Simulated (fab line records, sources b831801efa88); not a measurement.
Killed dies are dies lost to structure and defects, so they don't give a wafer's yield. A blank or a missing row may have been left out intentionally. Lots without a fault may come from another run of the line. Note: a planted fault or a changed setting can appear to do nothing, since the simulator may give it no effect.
fab line records	flow sky130
record: lots: 6	wafers: 18	last-day: 50
route steps=708 shown FIELD_ISO@3
lots that met no fault: taken from a fault-free run of the same line
start-h: start of the lot's first displayed wafer, in hours after the record's first day	wait-h: how many hours have passed since the lot's step before this one	" identical to the entry in the row above	L1.1+2: one row covering several wafers at once	- either no value or no given start	* or withheld: withheld	< > ~ a bound
route shown NAME@n: NAME is a module with steps in the file, n the number in the route of the first one	usual: mean/standard deviation of fault-free wafers	same: alike in all rows	chamber/n: place in a boat	sites: each site's reading	_std_site: the standard deviation of these	_edge_site: the outer-site mean with the inner-site mean subtracted	radius-mm: for every site, how far away it sits from the centre of the wafer	mask NAME#n: copy n	behind: the most recent tool/chamber to have shaped the wafer	hold: cause of the lot's hold/its duration in hours/its outcome	device: the n, p or np transistor that did not switch	end of line: the route-end tests of the same wafers	a step with no rows: only its recipe	killed: the dies lost at the first sort to structure and to defects; this is not the yield of the wafer	map: a wafer's dies, x killed, . not, _ none there
set.NAME: setting as actually run; set.NAME@STEP: the setting as run at that earlier step	model.NAME: the simulator's own value behind a step, which no gauge read
a table for each step, a row for each wafer; lots at some steps of the route
services: a tool's chamber out of use, with start hour (start-h, from the record's first day; less than 0 if before it), hours out, and reason
== steps ==
step: SKY_FIELD_ISO_THK_MEAS_02
recipe: reads: SiO2_of_FIELD_ISO_OXIDATION_01
usual: FIELD_ISO_OXIDATION_00_THK: 11.89/0.29
lot.wafer	tool	chamber	start-h	wait-h	FIELD_ISO_OXIDATION_00_THK[nm]
L342.4	film-metro-04	-	38.03	0.0	11.69
L342.5	"	-	"	"	11.89
L342.6	"	-	"	"	11.83
L345.2	film-metro-01	-	51.96	0.0	12.02
L345.3	"	-	"	"	12.20
L345.5	"	-	"	"	11.91
L346.2	film-metro-04	-	57.66	0.0	11.42
L346.4	"	-	"	"	11.68
L346.6	"	-	"	"	11.56
L348.2	film-metro-01	-	66.64	0.0	12.34
L348.3	"	-	"	"	12.13
L348.5	"	-	"	"	12.43
L353.2	film-metro-04	-	91.99	0.0	11.68
L353.4	"	-	"	"	11.68
L353.6	"	-	"	"	11.67
L359.2	film-metro-01	-	121.64	0.0	12.14
L359.4	"	-	"	"	11.97
L359.6	"	-	"	"	11.95
step: SKY_FIELD_ISO_CVD_03
recipe: material: Si3N4	precursor: DCS/NH3	target-thk-nm: 165	temp-c: 770	time-s: 2830	pressure-mtorr: 250
step: SKY_FIELD_ISO_THK_MEAS_04
recipe: reads: Si3N4_of_FIELD_ISO_CVD_03
usual: FIELD_ISO_CVD_03_THK: 166.1/1.4
lot.wafer	tool	chamber	start-h	wait-h	FIELD_ISO_CVD_03_THK[nm]
L342.4	film-metro-04	-	39.88	0.0	166.8
L342.5	"	-	"	"	166.4
L342.6	"	-	"	"	165.9
L345.2	film-metro-01	-	68.76	0.0	167.9
L345.3	"	-	"	"	166.6
L345.5	"	-	"	"	168.1
L346.2	film-metro-01	-	68.82	0.1	166.8
L346.4	"	-	"	"	167.7
L346.6	"	-	"	"	167.2
L348.2	film-metro-04	-	68.85	0.1	167.0
L348.3	"	-	"	"	166.4
L348.5	"	-	"	"	166.3
L353.2	film-metro-04	-	93.83	0.0	165.6
L353.4	"	-	"	"	167.3
L353.6	"	-	"	"	166.3
L359.2	film-metro-01	-	123.49	0.0	165.6
L359.4	"	-	"	"	165.8
L359.6	"	-	"	"	165.5
step: SKY_FIELD_ISO_DEHYDRATE_05
recipe: temp-c: 200	time-s: 60
step: SKY_FIELD_ISO_HMDS_06
recipe: prime-time-s: 60	prime-temp-c: 120
step: SKY_FIELD_ISO_COAT_07
recipe: resist: BARC	temp-c: withheld	time-s: withheld	spin-rpm: 3000	resist-thk-nm: 60
step: SKY_FIELD_ISO_COAT_08
recipe: resist: KrF-thick	spin-rpm: 3000	resist-thk-nm: 450
step: SKY_FIELD_ISO_SOFTBAKE_09
recipe: temp-c: 100	time-s: 90	resist: KrF-thick
step: SKY_FIELD_ISO_EXPOSE_10
recipe: mask-id: FOM	na: 0.68	source-shape: annular	sigma-inner: 0.4	sigma-outer: 0.8	target-cd-nm: 150	dose-mj: 28
step: SKY_FIELD_ISO_PEB_11
recipe: peb-temp-c: withheld	peb-time-s: withheld	resist: KrF-thick
step: SKY_FIELD_ISO_DEVELOP_12
recipe: develop-time-s: 60	resist: KrF-thick	dev-temp-c: 21
step: SKY_FIELD_ISO_CD_MEAS_13
recipe: target-cd-nm: 150
usual: cd-nm: 150.4/1.4
lot.wafer	tool	chamber	start-h	wait-h	cd-nm
L342.4	cd-sem-01	-	54.62	-	149.6
L342.5	"	-	"	"	150.2
L342.6	"	-	"	"	151.3
L345.2	cd-sem-01	-	84.83	-	150.6
L345.3	"	-	"	"	150.8
L345.5	"	-	"	"	150.4
L346.2	cd-sem-01	-	85.73	-	150.9
L346.4	"	-	"	"	151.3
L346.6	"	-	"	"	152.4
L348.2	cd-sem-02	-	85.78	-	150.1
L348.3	"	-	"	"	150.3
L348.5	"	-	"	"	149.9
L353.2	cd-sem-02	-	111.43	-	147.2
L353.4	"	-	"	"	150.2
L353.6	"	-	"	"	148.5
L359.2	cd-sem-01	-	142.28	-	149.3
L359.4	"	-	"	"	149.5
L359.6	"	-	"	"	149.7
step: SKY_FIELD_ISO_ETCH_14
recipe: chemistry: N2/H2	target: BARC	ion-energy-ev: 200	source-w: 500	bias-w: 100	pressure-mtorr: 30	n2-flow-sccm: 100	h2-flow-sccm: 200	stop-on: SiO2	time-s: 45.9	target-depth-a: 600
usual: drypump-motor-current-A: 5.8/0.32	oes-product-au: 0.855/0.005	run-length-s: 74.1/0.47	throttle-valve-pct: 13.225/0.0098
lot.wafer	tool	chamber	start-h	wait-h	drypump-motor-current-A	oes-product-au	rf-hours-counter-h	run-length-s	throttle-valve-pct	model.etch.depth-nm	model.KrF-thick_of_FIELD_ISO_COAT_08.thk-nm	model.FIELD_ISO.cd-nm
L342.4	rie-diel-03	1	54.68	0.0	6.2	0.853	158	74.4	13.218	59.86	391.2	149.2
L342.5	"	0	"	"	5.1	0.848	-	73.4	13.211	59.8	390.8	150.4
L342.6	"	3	"	"	5.6	0.858	-	73.8	13.238	59.82	390.4	150
L345.2	rie-diel-03	3	84.93	0.1	5.6	1.003	3	49.6	13.227	36.95	415.7	153.8
L345.3	"	2	"	"	5.7	0.986	115	49.8	13.247	36.27	416.4	155.2
L345.5	"	2	"	"	5.7	0.990	-	50.0	13.226	35.94	416.1	155.4
L346.2	rie-diel-01	1	85.83	0.1	5.8	0.851	105	73.1	13.229	59.99	391	151.5
L346.4	"	0	"	"	5.7	0.856	-	74.1	13.219	59.96	391.7	151.2
L346.6	"	2	"	"	6.1	0.861	-	74.0	13.215	59.96	390.6	152.2
L348.2	rie-diel-03	0	85.88	0.1	5.1	1.004	45	49.5	13.235	37.28	416.4	154
L348.3	"	3	"	"	5.6	1.014	3	50.5	13.237	37.61	416.2	153.8
L348.5	"	1	"	"	6.3	1.005	-	50.2	13.216	37.01	415.5	153.8
L353.2	rie-diel-01	2	111.53	0.1	6.0	0.859	25	74.4	13.227	59.95	392.8	146.1
L353.4	"	1	"	"	5.8	0.850	105	73.4	13.218	59.72	394.5	150.7
L353.6	"	3	"	"	5.3	0.855	-	74.4	13.243	59.72	393.3	149.2
L359.2	rie-diel-04	3	142.38	0.1	5.7	0.862	8	73.9	13.238	59.98	393.6	150
L359.4	"	0	"	"	5.7	0.856	30	74.5	13.227	60.03	393.4	149.5
L359.6	"	0	"	"	5.8	0.854	-	74.7	13.233	60.3	391.8	149.7
step: SKY_FIELD_ISO_ETCH_15
recipe: chemistry: CHF3/O2	target-depth-nm: 180	stop-on: Si	source-w: 600	bias-w: 200	pressure-mtorr: 40	chf3-flow-sccm: 50	O2_flow_sccm: 5	time-s: 72
usual: drypump-motor-current-A: 5.7/0.32	oes-product-au: 0.949/0.0063	run-length-s: 100.2/0.47	throttle-valve-pct: 8.847/0.0085
lot.wafer	tool	chamber	start-h	wait-h	drypump-motor-current-A	oes-product-au	rf-hours-counter-h	run-length-s	throttle-valve-pct	model.KrF-thick_of_FIELD_ISO_COAT_08.thk-nm
L342.4	rie-diel-03	1	54.72	0.0	6.2	0.959	158	100.3	8.843	233.4
L342.5	"	0	"	"	5.1	0.944	-	99.5	8.849	234.7
L342.6	"	3	"	"	5.6	0.951	-	100.1	8.852	230.7
L345.2	rie-diel-03	3	84.97	0.0	5.6	0.377	3	100.1	8.676	258.4
L345.3	"	2	"	"	5.7	0.379	115	100.3	8.689	263.5
L345.5	"	2	"	"	5.7	0.380	-	100.2	8.674	263.4
L346.2	rie-diel-01	1	85.87	0.0	5.8	0.959	105	99.2	8.849	238.8
L346.4	"	0	"	"	5.7	0.953	-	100.1	8.857	235.4
L346.6	"	2	"	"	6.1	0.957	-	100.2	8.856	233.4
L348.2	rie-diel-03	0	85.93	0.0	5.1	0.372	45	99.5	8.684	260.3
L348.3	"	3	"	"	5.6	0.372	3	100.1	8.688	260.6
L348.5	"	1	"	"	6.2	0.376	-	100.4	8.678	259.7
L353.2	rie-diel-01	2	111.57	0.0	6.1	0.945	25	100.2	8.837	236.5
L353.4	"	1	"	"	5.8	0.953	105	100.0	8.856	242.2
L353.6	"	3	"	"	5.3	0.950	-	100.6	8.847	241.9
L359.2	rie-diel-04	3	142.42	0.0	5.6	0.955	8	99.7	8.852	236.7
L359.4	"	0	"	"	5.8	0.947	30	100.8	8.841	238
L359.6	"	0	"	"	5.7	0.945	-	100.6	8.848	237.5
step: SKY_FIELD_ISO_STRIP_16
recipe: chemistry: O2/N2	power-w: 1400	pressure-mtorr: 1500	platen-temp-c: withheld	o2-flow-sccm: 3000	n2-flow-sccm: 300	overash-fraction: 0.5
usual: drypump-motor-current-A: 5.4/0.43	oes-product-au: 0.378/0.0045	strip-time-to-endpoint-s: 3.55/0.037
lot.wafer	tool	chamber	start-h	wait-h	drypump-motor-current-A	oes-product-au	rf-hours-counter-h	strip-time-to-endpoint-s
L342.4	plasma-asher-02	0	54.81	0.1	5.5	0.375	-	3.52
L342.5	"	1	"	"	5.7	0.380	-	3.53
L342.6	"	0	"	"	5.5	0.374	-	3.47
L345.2	plasma-asher-01	1	85.02	0.0	6.0	0.389	35	3.79
L345.3	"	1	"	"	6.0	0.400	-	3.83
L345.5	"	1	"	"	6.0	0.394	-	3.84
L346.2	plasma-asher-04	1	85.93	0.0	4.7	0.377	43	3.59
L346.4	"	0	"	"	5.2	0.380	-	3.53
L346.6	"	1	"	"	4.7	0.371	-	3.52
L348.2	plasma-asher-01	1	85.98	0.0	6.0	0.391	35	3.78
L348.3	"	0	"	"	5.4	0.389	-	3.81
L348.5	"	1	"	"	6.0	0.388	-	3.79
L353.2	plasma-asher-02	0	111.63	0.0	5.4	0.370	47	3.56
L353.4	"	1	"	"	5.7	0.380	-	3.62
L353.6	"	0	"	"	5.4	0.385	-	3.61
L359.2	plasma-asher-04	0	142.48	0.0	5.2	0.376	3	3.55
L359.4	"	1	"	"	4.7	0.372	-	3.57
L359.6	"	1	"	"	4.7	0.375	-	3.56
step: SKY_FIELD_ISO_ETCH_17
recipe: target-depth-a: 3420	mask-material: Si3N4	chemistry: HBr/Cl2/O2	target: Si	taper-deg: 5	icp-w: 600	bias-w: 150	pressure-mtorr: 15	HBr_flow_sccm: 150	Cl2_flow_sccm: 40	O2_flow_sccm: 6	time-s: 97.7
usual: drypump-motor-current-A: 5.7/0.55	oes-product-au: 1.002/0.012	run-length-s: 126.1/0.45	throttle-valve-pct: 25.656/0.012
lot.wafer	tool	chamber	start-h	wait-h	drypump-motor-current-A	oes-product-au	rf-hours-counter-h	run-length-s	throttle-valve-pct	model.FIELD_ISO.cd-nm
L342.4	rie-si-01	2	54.87	0.0	5.0	1.020	1	126.5	25.647	150.2
L342.5	"	0	"	"	4.8	1.004	-	126.1	25.649	148.5
L342.6	"	3	"	"	6.6	1.004	-	125.7	25.642	149.3
L345.2	rie-si-01	1	85.12	0.1	6.0	1.008	9	125.6	25.675	153.6
L345.3	"	3	"	"	6.6	1.006	92	125.5	25.650	155
L345.5	"	2	"	"	5.0	1.007	-	126.7	25.650	154.8
L346.2	rie-si-01	3	86.03	0.1	6.6	1.008	92	125.3	25.658	149.8
L346.4	"	0	"	"	4.8	0.997	48	126.4	25.651	151.8
L346.6	"	3	"	"	6.6	1.013	-	125.9	25.643	151.7
L348.2	rie-si-02	0	86.08	0.1	5.0	0.987	2	126.2	25.660	154.5
L348.3	"	1	"	"	5.9	1.029	65	125.5	25.651	153.9
L348.5	"	3	"	"	6.1	1.002	-	127.2	25.658	155.9
L353.2	rie-si-02	0	111.73	0.1	5.0	0.982	3	126.3	25.674	146.7
L353.4	"	3	"	"	6.1	1.009	138	126.5	25.659	150.5
L353.6	"	2	"	"	5.9	1.016	-	125.9	25.641	149
L359.2	rie-si-02	1	142.58	0.1	5.9	1.019	65	125.8	25.646	151.2
L359.4	"	0	"	"	5.0	0.979	-	125.9	25.669	148.9
L359.6	"	2	"	"	5.9	0.994	-	126.0	25.657	149
step: SKY_FIELD_ISO_WET_ETCH_18
recipe: chemistry: H3PO4	target-depth-nm: 25	temp-c: 160	target: Si3N4	time-s: 286
== services ==
tool	chamber	start-h	hours	kind
rie-diel-04	2	35.50	14.9	repair
plasma-asher-01	-	61.39	5.0	pm
rie-diel-01	-	75.92	4.3	pm
rie-diel-01	3	80.25	-	clean
rie-diel-01	3	80.25	20.9	scheduled-down
rie-diel-01	3	80.25	20.9	vent-cycle
rie-diel-03	2	97.31	17.3	repair
plasma-asher-04	-	108.75	9.0	pm
plasma-asher-04	0	108.75	9.0	vent-cycle
plasma-asher-04	1	108.75	9.0	vent-cycle
plasma-asher-04	-	117.11	0.5	repair
plasma-asher-04	0	117.75	-	clean
plasma-asher-04	1	117.75	-	clean
plasma-asher-02	-	129.45	13.3	pm
rie-diel-03	1	132.10	-	clean
rie-diel-03	1	132.10	25.0	scheduled-down
rie-diel-03	1	132.10	25.0	vent-cycle
rie-si-02	3	133.03	-	clean
rie-si-02	3	133.03	18.9	scheduled-down
rie-si-02	3	133.03	18.9	vent-cycle
rie-diel-01	-	141.07	0.4	repair
rie-diel-03	2	141.62	4.7	repair
== key ==
first-sign: step: SKY_FIELD_ISO_ETCH_14	reading: run-length-s	direction: down	sigmas: 52	usual: *	struck: *
effect: step: SKY_FIELD_ISO_ETCH_14	reading: oes-product-au	direction: up	sigmas: 29	usual: 0.855	struck: 1.000
effect: step: SKY_FIELD_ISO_ETCH_15	reading: oes-product-au	direction: down	sigmas: 91	usual: 0.949	struck: 0.376
effect: step: SKY_FIELD_ISO_STRIP_16	reading: strip-time-to-endpoint-s	direction: up	sigmas: 6.8	usual: *	struck: *
model-effect: step: SKY_FIELD_ISO_ETCH_14	value: etch.depth-nm	without: 60.12	struck: 36.85
model-effect: step: SKY_FIELD_ISO_ETCH_15	value: KrF-thick_of_FIELD_ISO_COAT_08.thk-nm	without: 238.1	struck: 261
model-effect: step: SKY_FIELD_ISO_ETCH_17	value: FIELD_ISO.cd-nm	without: 150.1	struck: 154.6
met-at SKY_FIELD_ISO_ETCH_14
struck-wafers L345.2,L345.3,L345.5,L348.2,L348.3,L348.5
later-rows-left-out L345.2,L345.3,L345.5,L348.2,L348.3,L348.5
sort-left-out L345.2,L345.3,L345.5,L348.2,L348.3,L348.5
tester-left-out L345,L348
onset-between 54.68 84.93
fault: kind: process-parameter-drift	tool: rie-diel-03	chamber: -	onset-h: 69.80	steps: SKY_FIELD_ISO_ETCH_14	channel: time-s	offset: *	shape: step	end-h: 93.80	acts-in: *	stated: *
tester-left-out: of these lots the tester's yield and bins aren't shown, on N5 and GAA mostly nor the transistor test; their killed dies are dies lost to structure and defects alone, not to doping, threshold or leakage, so they don't give the yield
sort-left-out: the simulated sort isn't trusted on such a fault, so these wafers' sort isn't shown, and their yield isn't known
later-rows-left-out: the simulator's readings of these wafers behind a module that went badly wrong aren't trusted and aren't shown, but for the sort
